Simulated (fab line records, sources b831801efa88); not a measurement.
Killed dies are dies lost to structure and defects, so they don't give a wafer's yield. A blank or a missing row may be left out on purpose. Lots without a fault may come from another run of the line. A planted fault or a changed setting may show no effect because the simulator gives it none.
fab line records | flow sky130
record lots=24 wafers=72 last_day=50
route steps=708 shown SD_N@358 LI_CONTACT@374 CONTACT@420 METAL1@449 VIA1@460
lots that met no fault: from a run of the same line without faults
start_h: hours from the record's first day to the start of the lot's first wafer shown | wait_h: hours since the lot's step before | " the same as in the row above | L1.1+2: a row that stands for several wafers | - no value, or no start given | * or withheld: withheld | < > ~ a bound
route shown NAME@n: a module of which the file shows steps, and the number in the route of the first | usual: mean/standard deviation of fault-free wafers | same: alike in all rows | chamber/n: place in a boat | sites: the reading at each site | _std_site: their standard deviation | _edge_site: outer sites' mean less inner sites' | radius_mm: how far each site lies from the wafer's centre | mask NAME#n: copy n | behind: the tool/chamber that last shaped the wafer | hold: why the lot was held/for how many hours/how that ended | device: the transistor (n, p or np) that didn't switch | end of line: the same wafers' tests at the end of the route | a step without rows: its recipe alone | killed: dies lost to structure and defects at the first sort, not the wafer's yield | map: a wafer's dies, x killed, . not, _ none there
set.NAME: the setting as run; set.NAME@STEP: as run at that earlier step | model.NAME: the simulator's own value behind a step, which no gauge read
steps of the route over a sample of lots; a table a step, a row a wafer
services: from which hour (start_h, from the record's first day; less than 0 if before it) a tool's chamber was out of use, for how many hours, and why
## steps
# step SKY_SD_N_RS_MEAS_16
# recipe thk_meas_gauge=four-point-probe
# usual SD_N_RS=68.61/0.1
# columns lot.wafer tool chamber start_h wait_h SD_N_RS[ohm/sq]
L074.4 film_metro-01 - 651.98 0.1 68.55
L074.5 " - " " 68.68
L074.6 " - " " 68.61
L075.1 film_metro-03 - 669.57 0.1 68.53
L075.2 " - " " 68.61
L075.6 " - " " 68.58
L076.1 film_metro-01 - 681.22 0.1 68.68
L076.4 " - " " 68.81
L076.6 " - " " 68.86
L077.4 film_metro-04 - 685.32 0.1 68.71
L077.5 " - " " 68.45
L077.6 " - " " 68.65
L078.2 film_metro-03 - 685.72 0.1 68.72
L078.5 " - " " 68.63
L078.6 " - " " 68.47
L079.2 film_metro-03 - 706.74 0.1 68.57
L079.4 " - " " 68.71
L079.6 " - " " 68.64
L080.2 film_metro-01 - 725.07 0.1 68.58
L080.4 " - " " 68.73
L080.5 " - " " 68.48
L082.1 film_metro-04 - 726.72 0.1 68.43
L082.5 " - " " 68.46
L082.6 " - " " 68.56
L081.3 film_metro-03 - 730.60 0.1 68.56
L081.5 " - " " 68.74
L081.6 " - " " 68.62
L083.2 film_metro-04 - 736.39 0.1 68.46
L083.3 " - " " 68.50
L083.4 " - " " 68.70
L084.2 film_metro-03 - 744.69 0.1 68.50
L084.3 " - " " 68.59
L084.5 " - " " 68.72
L086.2 film_metro-03 - 746.99 0.1 68.57
L086.4 " - " " 68.58
L086.5 " - " " 68.52
L087.1 film_metro-01 - 750.75 0.1 68.51
L087.4 " - " " 68.61
L087.6 " - " " 68.46
L085.2 film_metro-03 - 751.07 0.1 68.81
L085.3 " - " " 68.67
L085.4 " - " " 68.55
L088.1 film_metro-04 - 763.35 0.1 68.56
L088.4 " - " " 68.59
L088.5 " - " " 68.54
L089.3 film_metro-03 - 770.41 0.1 68.56
L089.4 " - " " 68.72
L089.6 " - " " 68.70
L090.3 film_metro-01 - 773.94 0.1 68.54
L090.4 " - " " 68.36
L090.5 " - " " 68.59
L091.2 film_metro-04 - 789.54 0.1 68.63
L091.3 " - " " 68.69
L091.6 " - " " 68.65
L092.3 film_metro-04 - 797.41 0.1 68.46
L092.5 " - " " 68.64
L092.6 " - " " 68.61
L094.1 film_metro-03 - 800.81 0.1 68.57
L094.3 " - " " 68.58
L094.5 " - " " 68.76
L093.1 film_metro-04 - 802.97 0.1 68.60
L093.2 " - " " 68.58
L093.4 " - " " 68.75
L095.2 film_metro-04 - 815.73 0.1 68.71
L095.3 " - " " 68.55
L095.5 " - " " 68.58
L096.1 film_metro-03 - 816.61 0.1 68.74
L096.2 " - " " 68.62
L096.4 " - " " 68.54
L097.1 film_metro-03 - 825.10 0.1 68.54
L097.4 " - " " 68.56
L097.5 " - " " 68.41
# step SKY_LI_CONTACT_CD_MEAS_12
# recipe target_cd_nm=170
# usual cd_nm=170.1/1.3
# columns lot.wafer tool chamber start_h wait_h cd_nm
L074.4 cd_sem-02 - 681.74 - 169.7
L074.5 " - " " 170.3
L074.6 " - " " 170.3
L075.1 cd_sem-01 - 697.66 - 168.7
L075.2 " - " " 169.0
L075.6 " - " " 168.6
L076.1 cd_sem-02 - 711.48 - 170.9
L076.4 " - " " 170.0
L076.6 " - " " 169.9
L077.4 cd_sem-02 - 714.69 - 169.0
L077.5 " - " " 169.6
L077.6 " - " " 168.7
L078.2 cd_sem-02 - 715.45 - 169.8
L078.5 " - " " 169.5
L078.6 " - " " 170.6
L079.2 cd_sem-02 - 735.03 - 168.2
L079.4 " - " " 169.6
L079.6 " - " " 168.9
L080.2 cd_sem-01 - 752.60 - 171.9
L080.4 " - " " 169.8
L080.5 " - " " 170.7
L082.1 cd_sem-02 - 755.01 - 172.1
L082.5 " - " " 169.5
L082.6 " - " " 170.3
L081.3 cd_sem-01 - 758.95 - 169.1
L081.5 " - " " 169.9
L081.6 " - " " 170.1
L083.2 cd_sem-02 - 763.73 - 171.5
L083.3 " - " " 170.0
L083.4 " - " " 170.1
L084.2 cd_sem-01 - 775.90 - 171.5
L084.3 " - " " 170.3
L084.5 " - " " 170.0
L086.2 cd_sem-01 - 777.08 - 168.8
L086.4 " - " " 172.2
L086.5 " - " " 169.6
L087.1 cd_sem-02 - 778.71 - 169.7
L087.4 " - " " 168.8
L087.6 " - " " 170.5
L085.2 cd_sem-01 - 779.08 - 168.0
L085.3 " - " " 169.8
L085.4 " - " " 169.9
L088.1 cd_sem-02 - 790.81 - 170.6
L088.4 " - " " 169.1
L088.5 " - " " 169.7
L089.3 cd_sem-01 - 798.70 - 171.6
L089.4 " - " " 173.0
L089.6 " - " " 171.9
L090.3 cd_sem-02 - 801.55 - 168.8
L090.4 " - " " 168.7
L090.5 " - " " 169.0
L091.2 cd_sem-02 - 817.35 - 170.6
L091.3 " - " " 171.5
L091.6 " - " " 170.4
L092.3 cd_sem-01 - 824.95 - 167.4
L092.5 " - " " 168.2
L092.6 " - " " 168.3
L094.1 cd_sem-01 - 827.88 - 171.5
L094.3 " - " " 171.8
L094.5 " - " " 171.0
L093.1 cd_sem-01 - 830.83 - 170.4
L093.2 " - " " 170.3
L093.4 " - " " 172.3
L095.2 cd_sem-02 - 843.13 - 168.6
L095.3 " - " " 167.8
L095.5 " - " " 167.0
L096.1 cd_sem-02 - 844.26 - 172.2
L096.2 " - " " 171.5
L096.4 " - " " 170.9
L097.1 cd_sem-01 - 852.23 - 169.5
L097.4 " - " " 167.9
L097.5 " - " " 167.6
# step SKY_CONTACT_CD_MEAS_14
# recipe target_cd_nm=170
# usual cd_nm=170.3/1.6
# columns lot.wafer tool chamber start_h wait_h cd_nm
L074.4 cd_sem-02 - 740.38 - 170.6
L074.5 " - " " 171.7
L074.6 " - " " 170.1
L075.1 cd_sem-01 - 754.47 - 167.6
L075.2 " - " " 167.0
L075.6 " - " " 166.3
L076.1 cd_sem-01 - 768.42 - 168.9
L076.4 " - " " 169.3
L076.6 " - " " 168.8
L077.4 cd_sem-02 - 772.54 - 169.2
L077.5 " - " " 169.7
L077.6 " - " " 168.6
L078.2 cd_sem-02 - 776.13 - 169.5
L078.5 " - " " 170.6
L078.6 " - " " 170.2
L079.2 cd_sem-01 - 791.49 - 169.4
L079.4 " - " " 169.1
L079.6 " - " " 169.1
L080.2 cd_sem-02 - 810.19 - 171.9
L080.4 " - " " 171.5
L080.5 " - " " 171.5
L082.1 cd_sem-01 - 810.52 - 171.4
L082.5 " - " " 172.0
L082.6 " - " " 170.7
L081.3 cd_sem-01 - 815.35 - 170.9
L081.5 " - " " 170.7
L081.6 " - " " 170.3
L083.2 cd_sem-02 - 820.50 - 169.0
L083.3 " - " " 169.7
L083.4 " - " " 171.0
L084.2 cd_sem-02 - 831.64 - 170.5
L084.3 " - " " 169.8
L084.5 " - " " 170.1
L086.2 cd_sem-02 - 833.84 - 173.1
L086.4 " - " " 174.2
L086.5 " - " " 174.5
L087.1 cd_sem-02 - 836.07 - 168.9
L087.4 " - " " 169.9
L087.6 " - " " 170.6
L085.2 cd_sem-01 - 836.44 - 169.6
L085.3 " - " " 169.6
L085.4 " - " " 169.7
L088.1 cd_sem-02 - 846.71 - 168.7
L088.4 " - " " 171.1
L088.5 " - " " 170.1
L089.3 cd_sem-02 - 855.41 - 171.0
L089.4 " - " " 170.7
L089.6 " - " " 173.2
L090.3 cd_sem-02 - 856.37 - 168.8
L090.4 " - " " 169.5
L090.5 " - " " 168.4
L091.2 cd_sem-02 - 872.73 - 171.9
L091.3 " - " " 171.9
L091.6 " - " " 171.9
L092.3 cd_sem-02 - 880.85 - 171.8
L092.5 " - " " 171.8
L092.6 " - " " 172.3
L094.1 cd_sem-02 - 883.51 - 170.2
L094.3 " - " " 169.2
L094.5 " - " " 169.8
L093.1 cd_sem-02 - 885.52 - 171.3
L093.2 " - " " 168.6
L093.4 " - " " 172.2
L095.2 cd_sem-01 - 896.75 - 169.1
L095.3 " - " " 169.0
L095.5 " - " " 169.7
L096.1 cd_sem-01 - 898.38 - 168.3
L096.2 " - " " 167.5
L096.4 " - " " 167.2
L097.1 cd_sem-01 - 906.62 - 171.2
L097.4 " - " " 170.2
L097.5 " - " " 170.7
# step SKY_CONTACT_STRIP_19
# recipe chemistry=O2/N2 power_w=1400 pressure_mtorr=1500 platen_temp_c=withheld o2_flow_sccm=3000 n2_flow_sccm=300 overash_fraction=0.5
# usual drypump_motor_current_A=5.9/0.39 oes_product_au=0.381/0.0048 strip_time_to_endpoint_s=3.630/0.028
# same overash_fraction=0.5
# columns lot.wafer tool chamber start_h wait_h drypump_motor_current_A oes_product_au rf_hours_counter_h strip_time_to_endpoint_s
L074.4 plasma_asher-03 1 740.64 - 6.1 0.376 - 3.652
L074.5 " 1 " " 6.1 0.378 - 3.645
L074.6 " 0 " " 6.5 0.372 - 3.609
L075.1 plasma_asher-01 0 754.76 - 5.5 0.373 62 3.628
L075.2 " 1 " " 6.2 0.379 62 3.623
L075.6 " 1 " " 6.2 0.384 - 3.646
L076.1 plasma_asher-01 1 768.71 - 6.2 0.379 63 3.661
L076.4 " 0 " " 5.5 0.386 - 3.652
L076.6 " 1 " " 6.2 0.386 - 3.631
L077.4 plasma_asher-03 1 772.80 - 6.0 0.391 - 3.593
L077.5 " 1 " " 6.1 0.378 - 3.548
L077.6 " 0 " " 6.5 0.384 - 3.603
L078.2 plasma_asher-04 0 776.40 - 6.0 0.389 3 3.609
L078.5 " 0 " " 6.0 0.391 - 3.629
L078.6 " 1 " " 5.4 0.379 - 3.667
L079.2 plasma_asher-01 1 791.76 - 6.2 0.378 66 3.623
L079.4 " 1 " " 6.2 0.387 - 3.623
L079.6 " 1 " " 6.2 0.390 - 3.611
L080.2 plasma_asher-04 1 810.46 - 5.4 0.384 7 3.642
L080.4 " 1 " " 5.4 0.387 - 3.651
L080.5 " 1 " " 5.4 0.385 - 3.637
L082.1 plasma_asher-01 1 810.81 - 6.2 0.384 68 3.655
L082.5 " 0 " " 5.5 0.389 - 3.641
L082.6 " 1 " " 6.2 0.381 - 3.655
L081.3 plasma_asher-03 1 815.63 - 6.0 0.370 - 3.630
L081.5 " 0 " " 6.5 0.376 - 3.605
L081.6 " 1 " " 6.1 0.381 - 3.659
L083.2 plasma_asher-01 0 820.77 - 5.5 0.384 69 3.669
L083.3 " 1 " " 6.2 0.380 - 3.662
L083.4 " 0 " " 5.5 0.377 - 3.647
L084.2 plasma_asher-01 0 831.91 - 5.5 0.390 70 3.586
L084.3 " 1 " " 6.2 0.381 - 3.611
L084.5 " 1 " " 6.2 0.381 - 3.617
L086.2 plasma_asher-04 1 834.11 - 5.4 0.390 9 3.630
L086.4 " 1 " " 5.3 0.386 - 3.575
L086.5 " 0 " " 6.0 0.384 - 3.640
L087.1 plasma_asher-03 1 836.36 - 6.1 0.380 102 3.605
L087.4 " 0 " " 6.5 0.381 - 3.604
L087.6 " 0 " " 6.4 0.378 - 3.633
L085.2 plasma_asher-01 1 836.71 - 6.2 0.385 70 3.658
L085.3 " 1 " " 6.2 0.377 - 3.648
L085.4 " 0 " " 5.5 0.381 - 3.659
L088.1 plasma_asher-03 0 847.06 - 6.5 0.373 103 3.653
L088.4 " 0 " " 6.5 0.381 - 3.655
L088.5 " 0 " " 6.4 0.381 - 3.643
L089.3 plasma_asher-04 1 855.69 - 5.3 0.381 - 3.656
L089.4 " 0 " " 6.0 0.377 - 3.623
L089.6 " 1 " " 5.4 0.384 - 3.657
L090.3 plasma_asher-03 1 856.65 - 6.1 0.385 - 3.638
L090.4 " 0 " " 6.5 0.382 - 3.640
L090.5 " 1 " " 6.1 0.377 - 3.624
L091.2 plasma_asher-03 0 873.00 - 6.5 0.387 106 3.658
L091.3 " 0 " " 6.5 0.392 - 3.654
L091.6 " 1 " " 6.1 0.382 - 3.577
L092.3 plasma_asher-04 1 881.13 - 5.4 0.372 - 3.578
L092.5 " 1 " " 5.4 0.381 - 3.663
L092.6 " 0 " " 6.0 0.378 - 3.615
L094.1 plasma_asher-01 1 883.80 - 6.2 0.391 74 3.660
L094.3 " 0 " " 5.5 0.380 - 3.658
L094.5 " 1 " " 6.2 0.383 - 3.589
L093.1 plasma_asher-04 1 885.81 - 5.3 0.377 15 3.558
L093.2 " 0 " " 6.0 0.376 15 3.613
L093.4 " 0 " " 6.1 0.372 - 3.597
L095.2 plasma_asher-03 1 897.02 - 6.0 0.374 108 3.591
L095.3 " 1 " " 6.1 0.382 - 3.628
L095.5 " 0 " " 6.5 0.383 - 3.614
L096.1 plasma_asher-04 1 898.67 - 5.3 0.375 16 3.637
L096.2 " 0 " " 6.0 0.375 16 3.644
L096.4 " 1 " " 5.4 0.379 - 3.662
L097.1 plasma_asher-01 0 906.91 - 5.5 0.382 76 3.643
L097.4 " 0 " " 5.5 0.375 - 3.646
L097.5 " 0 " " 5.5 0.378 - 3.633
# step SKY_METAL1_CD_MEAS_15
# recipe target_cd_nm=140
# usual cd_nm=139.8/1.8
# columns lot.wafer tool chamber start_h wait_h cd_nm
L074.4 cd_sem-01 - 769.72 - 139.7
L074.5 " - " " 138.5
L074.6 " - " " 140.6
L075.1 cd_sem-02 - 783.53 - 140.0
L075.2 " - " " 140.1
L075.6 " - " " 139.5
L076.1 cd_sem-01 - 797.01 - 139.6
L076.4 " - " " 142.0
L076.6 " - " " 140.4
L077.4 cd_sem-02 - 801.12 - 138.2
L077.5 " - " " 138.1
L077.6 " - " " 137.6
L078.2 cd_sem-01 - 804.14 - 139.6
L078.5 " - " " 140.8
L078.6 " - " " 138.8
L079.2 cd_sem-02 - 819.78 - 141.5
L079.4 " - " " 140.1
L079.6 " - " " 139.5
L082.1 cd_sem-02 - 838.33 - 141.7
L082.5 " - " " 143.2
L082.6 " - " " 142.4
L080.2 cd_sem-01 - 838.34 - 140.0
L080.4 " - " " 139.1
L080.5 " - " " 141.1
L081.3 cd_sem-02 - 843.57 - 136.7
L081.5 " - " " 136.5
L081.6 " - " " 137.2
L083.2 cd_sem-02 - 848.39 - 141.4
L083.3 " - " " 139.4
L083.4 " - " " 139.3
L084.2 cd_sem-02 - 859.49 - 138.5
L084.3 " - " " 140.0
L084.5 " - " " 139.1
L086.2 cd_sem-02 - 861.18 - 141.1
L086.4 " - " " 140.6
L086.5 " - " " 139.5
L087.1 cd_sem-01 - 863.07 - 138.1
L087.4 " - " " 138.2
L087.6 " - " " 137.5
L085.2 cd_sem-01 - 863.79 - 138.3
L085.3 " - " " 138.3
L085.4 " - " " 137.6
L088.1 cd_sem-01 - 874.08 - 137.8
L088.4 " - " " 137.6
L088.5 " - " " 138.4
L089.3 cd_sem-02 - 883.01 - 138.7
L089.4 " - " " 137.1
L089.6 " - " " 137.5
L090.3 cd_sem-02 - 884.15 - 142.8
L090.4 " - " " 142.4
L090.5 " - " " 143.7
L091.2 cd_sem-01 - 899.69 - 142.8
L091.3 " - " " 141.0
L091.6 " - " " 142.1
L092.3 cd_sem-01 - 908.16 - 138.5
L092.5 " - " " 139.9
L092.6 " - " " 140.2
L094.1 cd_sem-01 - 910.56 - 140.3
L094.3 " - " " 141.6
L094.5 " - " " 139.0
L093.1 cd_sem-02 - 912.22 - 137.8
L093.2 " - " " 139.3
L093.4 " - " " 141.0
L095.2 cd_sem-01 - 923.33 - 142.1
L095.3 " - " " 141.4
L095.5 " - " " 142.2
L097.1 cd_sem-02 - 932.82 - 138.1
L097.4 " - " " 138.4
L097.5 " - " " 138.1
L096.1 cd_sem-01 - 934.87 - 141.9
L096.2 " - " " 141.2
L096.4 " - " " 143.7
# step SKY_VIA1_CMP_02
# recipe material=SiO2 down_force_psi=4 platen_rpm=60 pad_velocity_m_s=0.94248
# usual motor_current_A=12.0/1.1
# columns lot.wafer tool chamber start_h wait_h motor_current_A
L074.4 cmp-01 2 770.95 0.2 10.8
L074.6 " 3 " " 13.3
L074.5 " 0 " " 11.6
L075.2 cmp-02 2 784.64 0.0 11.9
L075.1 " 1 " " 12.5
L075.6 " 3 " " 12.3
L076.1 cmp-02 0 798.11 0.1 10.5
L076.4 " 2 " " 12.0
L076.6 " 1 " " 11.8
L077.4 cmp-01 1 802.51 0.2 13.5
L077.5 " 2 " " 11.3
L077.6 " 3 " " 13.3
L078.2 cmp-01 2 805.23 0.0 10.8
L078.5 " 2 " " 10.9
L078.6 " 3 " " 12.8
L079.2 cmp-02 0 820.95 0.1 10.9
L079.4 " 2 " " 12.2
L079.6 " 0 " " 11.0
L080.2 cmp-01 2 839.43 0.0 10.4
L080.4 " 0 " " 12.0
L080.5 " 3 " " 13.1
L082.1 cmp-02 2 839.75 0.1 11.8
L082.6 " 0 " " 11.1
L082.5 " 1 " " 11.9
L081.3 cmp-02 0 844.72 0.0 10.8
L081.5 " 0 " " 10.3
L081.6 " 1 " " 12.3
L083.2 cmp-01 0 849.59 0.1 10.9
L083.4 " 1 " " 13.2
L083.3 " 2 " " 10.8
L084.3 cmp-01 0 860.60 0.0 12.3
L084.2 " 1 " " 14.3
L084.5 " 1 " " 13.0
L086.4 cmp-02 3 862.27 0.0 12.7
L086.2 " 1 " " 11.2
L086.5 " 3 " " 12.6
L087.4 cmp-01 0 864.18 0.0 11.8
L087.1 " 2 " " 11.4
L087.6 " 0 " " 12.2
L085.3 cmp-02 0 864.93 0.1 10.0
L085.4 " 1 " " 12.0
L085.2 " 2 " " 12.3
L088.1 cmp-01 3 875.22 0.1 12.9
L088.4 " 0 " " 10.9
L088.5 " 0 " " 11.1
L089.3 cmp-02 3 884.11 0.0 12.4
L089.4 " 1 " " 11.7
L089.6 " 3 " " 12.6
L090.4 cmp-02 2 885.30 0.1 12.0
L090.3 " 3 " " 12.3
L090.5 " 1 " " 12.2
L091.2 cmp-01 1 900.78 0.0 13.3
L091.3 " 2 " " 10.7
L091.6 " 1 " " 12.7
L092.3 cmp-01 1 909.29 0.0 12.9
L092.6 " 1 " " 13.0
L092.5 " 2 " " 10.5
L094.3 cmp-01 3 911.77 0.1 13.3
L094.1 " 0 " " 11.0
L094.5 " 3 " " 13.4
L093.2 cmp-01 1 913.61 0.3 13.5
L093.1 " 2 " " 11.2
L093.4 " 3 " " 13.3
L095.3 cmp-01 3 924.74 0.3 13.4
L095.2 " 0 " " 11.3
L095.5 " 2 " " 10.9
L097.1 cmp-01 1 934.02 0.1 13.6
L097.4 " 3 " " 13.9
L097.5 " 2 " " 10.6
L096.2 cmp-01 0 936.17 0.0 11.3
L096.1 " 1 " " 13.4
L096.4 " 2 " " 11.3
## services
# columns tool chamber start_h hours kind
plasma_asher-04 - 733.75 9.0 pm
plasma_asher-04 0 733.75 9.0 vent_cycle
plasma_asher-04 1 733.75 9.0 vent_cycle
plasma_asher-04 0 742.75 - clean
plasma_asher-04 1 742.75 - clean
cmp-01 - 744.99 4.0 pm
cmp-01 - 748.99 - consumable_replace:conditioner
cmp-01 - 748.99 - consumable_replace:pad
plasma_asher-01 - 752.02 2.7 repair
plasma_asher-03 - 759.75 3.0 repair
cmp-01 - 762.83 2.1 repair
plasma_asher-03 - 786.92 8.3 repair
cmp-01 - 819.02 3.5 pm
plasma_asher-01 - 843.51 2.8 pm
plasma_asher-01 - 846.91 6.3 repair
cmp-02 - 905.69 4.5 repair
cmp-02 - 912.99 1.0 repair
cmp-02 - 916.56 3.2 repair
cmp-01 - 918.87 0.9 repair
cmp-02 - 921.58 4.0 pm
cmp-02 - 925.58 - consumable_replace:conditioner
cmp-02 - 925.58 - consumable_replace:pad
## key
fault none
